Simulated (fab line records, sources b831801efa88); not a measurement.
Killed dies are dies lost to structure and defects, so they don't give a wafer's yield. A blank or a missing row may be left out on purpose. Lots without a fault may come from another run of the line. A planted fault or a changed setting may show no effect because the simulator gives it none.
A struck lot beside a sound one | flow sky130 | 15 steps out of a route of 708
Sound: wafers L669.1, L669.2, L669.3. Struck: wafers L678.2, L678.4, L678.6. The cause comes at the end.
At each step with rows: each side's tool, then ch and its chambers, then its first start. Under that, the readings that differ: sound wafers | struck wafers | difference of the means | sigmas: that difference in standard deviations of wafers without a fault.
alike: readings whose means differ by less than 2 such deviations, and words and numbers that are the same on both sides. not compared: withheld readings, readings that some wafer has no value for, bounds like >300 that may hide the same value, and numbers for which the record gives no deviation and whose values overlap.
The two part at a step that has a row with sigmas, a row that says differs or no value, or rows on one side only. Numbers that don't overlap but have no deviation are shown without sigmas and don't part them. A reading that every wafer of one side lacks parts them only if that side has two wafers or more.

SKY_VIA4_THK_MEAS_01:
  sound on film_metro-03, day 44 18:48; struck on film_metro-02, day 47 05:43
  alike: VIA4_HDPCVD_THK
SKY_VIA4_CMP_02: polishes SiO2.
  sound on cmp-01 ch 0,2,3, day 44 22:58; struck on cmp-01 ch 0,1,2, day 47 05:46
  alike: motor_current_A
SKY_VIA4_BOW_MEAS_03:
  sound on film_metro-04, day 44 23:14; struck on film_metro-02, day 47 06:05
  alike: VIA4_BOW
then, 7 steps without rows for these wafers: SKY_VIA4_DEHYDRATE_04 (time 60 s); SKY_VIA4_HMDS_05 (prime time 60 s); SKY_VIA4_COAT_06 (resist thk 1140 nm); SKY_VIA4_SOFTBAKE_07 (time 60 s); SKY_VIA4_EXPOSE_08 (exposes mask VIM4, target cd 800 nm); SKY_VIA4_PEB_09; SKY_VIA4_DEVELOP_10 (develop time 60 s).
SKY_VIA4_OVL_MEAS_11:
  sound on overlay-01, day 45 19:03; struck on overlay-02, day 48 02:24
  alike: VIA4_OVL
SKY_VIA4_ETCH_12: etches SiO2 in C4F8/O2/Ar, stops on TiN, target depth 580 nm.
  sound on rie_diel-02 ch 1,2,3, day 45 19:05; struck on rie_diel-03 ch 0,1,2, day 48 02:26
  alike: oes_product_au
SKY_VIA4_STRIP_13: strips in O2/N2.
  sound on plasma_asher-01 ch 0,1, day 45 19:10; struck on plasma_asher-04 ch 0,1, day 48 02:31
  no value came back on the struck wafers for chamber_pressure_mTorr (mTorr), drypump_motor_current_A (A), oes_product_au (a.u.), strip_time_to_endpoint_s (s); on the sound wafers chamber_pressure_mTorr (mTorr) reads 1498.9 1498.6 1503.1
  reading                                   | sound | struck         | difference | sigmas
  model.NOVOLAK_of_VIA4_COAT_06.thk_nm (nm) | 0 0 0 | 1007 1005 1009 | +1007      |
  not compared: rf_hours_counter_h
then, 1 step without rows for these wafers: SKY_VIA4_STRIP_14 (strips in post etch residue remover, time 1200 s).
-- the record jumps here: 2 days lie between the struck wafers' starts before and after (it left off in module VIA4 and takes up again in module PAD_OPEN, whose first step shown is number 708 of the route) --
SKY_PAD_OPEN_PROBE_99:
  sound on prober-02, day 48 14:26; struck on prober-02, day 50 12:19
  reading                  | sound          | struck                                                               | difference                   | sigmas
  hold                     | - - -          | await_dispo/1.5h/scrap await_dispo/1.5h/scrap await_dispo/1.5h/scrap | no value on the sound wafers |
  defect_limited_yield (%) | 85.0 79.9 85.0 | 0.4 1.0 0.6                                                          | -82.6                        | -43
  killed_at_M0_to_M3       | 33 52 36       | 8 7 10                                                               | -32                          | -5
  killed_at_M4_up          | 5 4 1          | 476 467 470                                                          | +468                         | +99 or more
  killed_at_contacts       | 22 26 20       | 3 9 4                                                                | -17                          | -3
  killed_at_front_end      | 14 17 16       | 3 4 5                                                                | -12                          | -3
  killed_dies              | 74 99 74       | 490 487 489                                                          | +406                         | +44
  killed_on_rim            | 15 19 15       | 95 95 95                                                             | +79                          | +20
  killed_open              | 44 58 35       | 7 11 11                                                              | -36                          | -5
  killed_short             | 30 41 39       | 7 10 10                                                              | -28                          | -5
  sort_bin_3_pad_short (%) | 0.6 0.8 0.4    | 26.4 25.6 25.4                                                       | +25.2                        | +60
  sort_bin_5_function (%)  | 8.5 12.4 9.1   | 69.7 70.5 72.2                                                       | +60.8                        | +41
  sort_bin_6_memory (%)    | 5.9 6.9 5.5    | 3.5 2.8 1.8                                                          | -3.4                         | -3
  sort_n_pass              | 418 393 418    | 2 5 3                                                                | -406                         | -44
  sort_yield_pct (%)       | 85.0 79.9 85.0 | 0.4 1.0 0.6                                                          | -82.6                        | -43
  alike: killed_at_other

WHERE THEY PART
First at SKY_VIA4_STRIP_13; last, within this record, at SKY_PAD_OPEN_PROBE_99.

WHY: what the simulator had put in
Skipped step whole: plasma_asher-04, from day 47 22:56 on, at SKY_VIA4_STRIP_13. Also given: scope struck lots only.
